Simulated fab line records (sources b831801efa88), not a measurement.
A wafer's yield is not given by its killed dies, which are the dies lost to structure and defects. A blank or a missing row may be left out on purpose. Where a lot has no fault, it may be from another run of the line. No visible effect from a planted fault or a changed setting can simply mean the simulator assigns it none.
The tool behind it: which one? | flow sky130 | 10 lots with 30 wafers sampled at 5 steps, on a route of 708 steps

WHAT EACH GAUGE READ, for each wafer
SKY_POLY_GATE_THK_MEAS_04. Usual: POLY_GATE_CVD_03_THK gives 75.5 nm (standard deviation 0.78).
lot  | measured     | on           | POLY_GATE_CVD_03_THK (nm) | flag
L505 | day 16 02:14 | filmMetro-03 | 74.9 75.0 75.1            | 
L506 | day 16 07:26 | filmMetro-03 | 74.2 74.3 74.6            | 
L507 | day 16 20:07 | filmMetro-02 | 74.6 74.0 74.0            | 
L509 | day 17 02:44 | filmMetro-03 | 75.3 75.1 75.5            | 
L510 | day 17 05:08 | filmMetro-02 | 74.1 74.8 74.7            | 
L511 | day 17 18:46 | filmMetro-03 | 76.3 76.3 76.0            | 
L519 | day 20 06:12 | filmMetro-02 | 51.1 51.2 51.4            | OFF
L526 | day 23 05:25 | filmMetro-02 | 75.1 75.2 74.8            | 
L527 | day 23 07:50 | filmMetro-03 | 76.1 76.4 76.2            | 
L528 | day 23 12:49 | filmMetro-03 | 75.8 75.3 75.3            | 

SKY_METAL2_CD_MEAS_15: the cd target is 140 nm. Usual: cdNm at 140.1 nm, with a standard deviation of 1.4.
lot  | measured     | on       | cdNm (nm)         | flag
L505 | day 35 21:56 | cdSem-01 | 139.5 140.2 140.4 | 
L506 | day 36 06:37 | cdSem-01 | 141.0 140.8 139.6 | 
L507 | day 36 17:56 | cdSem-01 | 143.1 142.0 142.6 | 
L509 | day 36 23:31 | cdSem-02 | 138.7 138.6 139.5 | 
L510 | day 37 01:08 | cdSem-01 | 141.0 138.4 140.4 | 
L511 | day 37 13:07 | cdSem-01 | 140.8 137.8 139.0 | 
L519 | day 39 15:38 | cdSem-01 | 141.5 143.4 143.6 | 
L526 | day 41 21:13 | cdSem-02 | 139.5 139.7 138.9 | 
L527 | day 41 23:08 | cdSem-02 | 140.4 138.9 140.0 | 
L528 | day 42 03:00 | cdSem-02 | 135.7 136.5 137.5 | 

EACH LOT AND THE TOOL THAT RAN IT (in order: tool; ch and the chambers of the sampled wafers; start)
lot  | SKY_POLY_GATE_CVD_03        | SKY_POLY_GATE_ETCH_16             | SKY_POLY_CUT_ETCH_11
L505 | lpcvd-02 ch 1, day 16 00:52 | rieDiel-03 ch 1,2,3, day 17 06:46 | rieDiel-03 ch 0,1, day 25 02:59
L506 | lpcvd-02 ch 0, day 16 06:04 | rieDiel-03 ch 0,1,2, day 17 12:50 | rieDiel-03 ch 0,2, day 25 09:01
L507 | lpcvd-02 ch 1, day 16 18:44 | rieDiel-03 ch 0,1,3, day 18 02:34 | rieDiel-01 ch 0,1,3, day 25 23:44
L509 | lpcvd-02 ch 0, day 17 01:22 | rieDiel-04 ch 1,2,3, day 18 09:56 | rieDiel-03 ch 1,2,3, day 26 08:24
L510 | lpcvd-02 ch 1, day 17 03:46 | rieDiel-04 ch 2,3, day 18 12:05   | rieDiel-02 ch 1,3, day 26 09:57
L511 | lpcvd-02 ch 1, day 17 17:24 | rieDiel-03 ch 0,1,2, day 19 02:11 | rieDiel-01 ch 0,2,3, day 26 21:46
L519 | lpcvd-02 ch 0, day 20 04:50 | rieDiel-01 ch 1,2,3, day 21 13:24 | rieDiel-03 ch 1,3, day 29 07:08
L526 | lpcvd-02 ch 0, day 23 04:02 | rieDiel-01 ch 0,1,2, day 24 11:10 | rieDiel-02 ch 1,2,3, day 31 17:23
L527 | lpcvd-02 ch 1, day 23 06:27 | rieDiel-01 ch 0,1,3, day 24 14:19 | rieDiel-01 ch 0,1, day 31 23:29
L528 | lpcvd-02 ch 1, day 23 11:28 | rieDiel-01 ch 0,2,3, day 24 19:01 | rieDiel-02 ch 0,1,3, day 32 02:17
- SKY_POLY_GATE_CVD_03: deposits Si3N4 from DCS/NH3, target thk 75 nm, time 1290 s.
- SKY_POLY_GATE_ETCH_16: etches Si3N4 in CH3F/O2, stops on poly-Si, time 147.5 s, target depth 75 nm.
- SKY_POLY_CUT_ETCH_11: etches Si3N4 in CF4/CH2F2/Ar, stops on poly-Si, time 42.5 s, target depth 60 nm.

WHAT THE TOOLS THEMSELVES READ (means of the sampled wafers that have a number; where no wafer has one, the mark that the record gives instead)
SKY_POLY_GATE_CVD_03. Usual: pressureMtorr 249.9 mTorr, standard deviation 0.59; zonePowerBottomPct 20.2 %, standard deviation 2.2; zonePowerLowerPct 13.5 %, standard deviation 0.62.
lot  | tool     | pressureMtorr (mTorr) | zonePowerBottomPct (%) | zonePowerLowerPct (%) | flag
L505 | lpcvd-02 | 248.7                 | 22.6                   | 12.8                  | 
L506 | lpcvd-02 | 250.2                 | 18.1                   | 14.0                  | 
L507 | lpcvd-02 | 250.1                 | 22.5                   | 12.8                  | 
L509 | lpcvd-02 | 250.2                 | 18.2                   | 14.0                  | 
L510 | lpcvd-02 | 250.8                 | 22.5                   | 12.9                  | 
L511 | lpcvd-02 | 250.2                 | 22.5                   | 12.8                  | 
L519 | lpcvd-02 | 249.5                 | 18.1                   | 14.0                  | 
L526 | lpcvd-02 | 250.0                 | 18.3                   | 14.0                  | 
L527 | lpcvd-02 | 249.8                 | 22.4                   | 12.8                  | 
L528 | lpcvd-02 | 249.6                 | 22.3                   | 12.8                  | 

SKY_POLY_GATE_ETCH_16. Usual: drypumpMotorCurrentA 5.7 A, standard deviation 0.39; oesProductAu 0.643 a.u., standard deviation 0.0052; throttleValvePct 10.536 %, standard deviation 0.0099.
lot  | tool       | drypumpMotorCurrentA (A) | oesProductAu (a.u.) | throttleValvePct (%) | flag
L505 | rieDiel-03 | 5.5                      | 0.641               | 10.534               | 
L506 | rieDiel-03 | 5.2                      | 0.640               | 10.542               | 
L507 | rieDiel-03 | 5.4                      | 0.640               | 10.545               | 
L509 | rieDiel-04 | 6.1                      | 0.642               | 10.532               | 
L510 | rieDiel-04 | 6.1                      | 0.640               | 10.535               | 
L511 | rieDiel-03 | 5.2                      | 0.644               | 10.533               | 
L519 | rieDiel-01 | 5.8                      | 0.561               | 10.520               | OFF
L526 | rieDiel-01 | 5.9                      | 0.640               | 10.539               | 
L527 | rieDiel-01 | 5.9                      | 0.644               | 10.527               | 
L528 | rieDiel-01 | 5.9                      | 0.643               | 10.531               | 

SKY_POLY_CUT_ETCH_11. Usual: drypumpMotorCurrentA 5.7 A, standard deviation 0.44; mfcArSccm 150.0 sccm, standard deviation 0.38; oesProductAu 0.830 a.u., standard deviation 0.0072; throttleValvePct 14.994 %, standard deviation 0.009.
lot  | tool       | drypumpMotorCurrentA (A) | mfcArSccm (sccm) | oesProductAu (a.u.) | throttleValvePct (%) | flag
L505 | rieDiel-03 | 5.2                      | 150.1            | 0.828               | 14.993               | 
L506 | rieDiel-03 | 5.4                      | 150.4            | 0.819               | 15.000               | 
L507 | rieDiel-01 | 5.9                      | 150.4            | 0.824               | 14.994               | 
L509 | rieDiel-03 | 5.5                      | 149.4            | 0.829               | 14.991               | 
L510 | rieDiel-02 | 5.2                      | 150.1            | 0.823               | 14.977               | 
L511 | rieDiel-01 | 5.9                      | 150.2            | 0.831               | 14.995               | 
L519 | rieDiel-03 | 5.6                      | 149.8            | 0.684               | 14.987               | OFF
L526 | rieDiel-02 | 5.3                      | 150.0            | 0.829               | 14.996               | 
L527 | rieDiel-01 | 6.1                      | 149.9            | 0.834               | 14.997               | 
L528 | rieDiel-02 | 5.6                      | 149.9            | 0.830               | 14.994               | 

THE ANSWER, worked out from the rows above alone
Rule: a lot counts as off when the mean over its wafers that have a number is more than 3 standard deviations away from the usual mean. Also off: a lot with no number at a reading for which 4 or more lots have one. All remaining lots with rows at the step are treated as sound. Order of review: gauges by route order, followed by the tools' own readings, for which a lot's mean as printed above is used. At the first step where some lot is off, the reading lying furthest off is the one used; lots without a number count as furthest.
Off: L519, at SKY_POLY_GATE_THK_MEAS_04 (POLY_GATE_CVD_03_THK).
If a tool, at a process step before that reading, ran all the lots that are off and no sound lot after the first of them, it fits. The gauges at SKY_POLY_GATE_THK_MEAS_04 aren't tried: what is off there is off at SKY_POLY_GATE_ETCH_16 too, on other tools, and a gauge's error can't cause that. Not one of the candidates tried fits.

WHAT THE SIMULATOR HAD PUT IN
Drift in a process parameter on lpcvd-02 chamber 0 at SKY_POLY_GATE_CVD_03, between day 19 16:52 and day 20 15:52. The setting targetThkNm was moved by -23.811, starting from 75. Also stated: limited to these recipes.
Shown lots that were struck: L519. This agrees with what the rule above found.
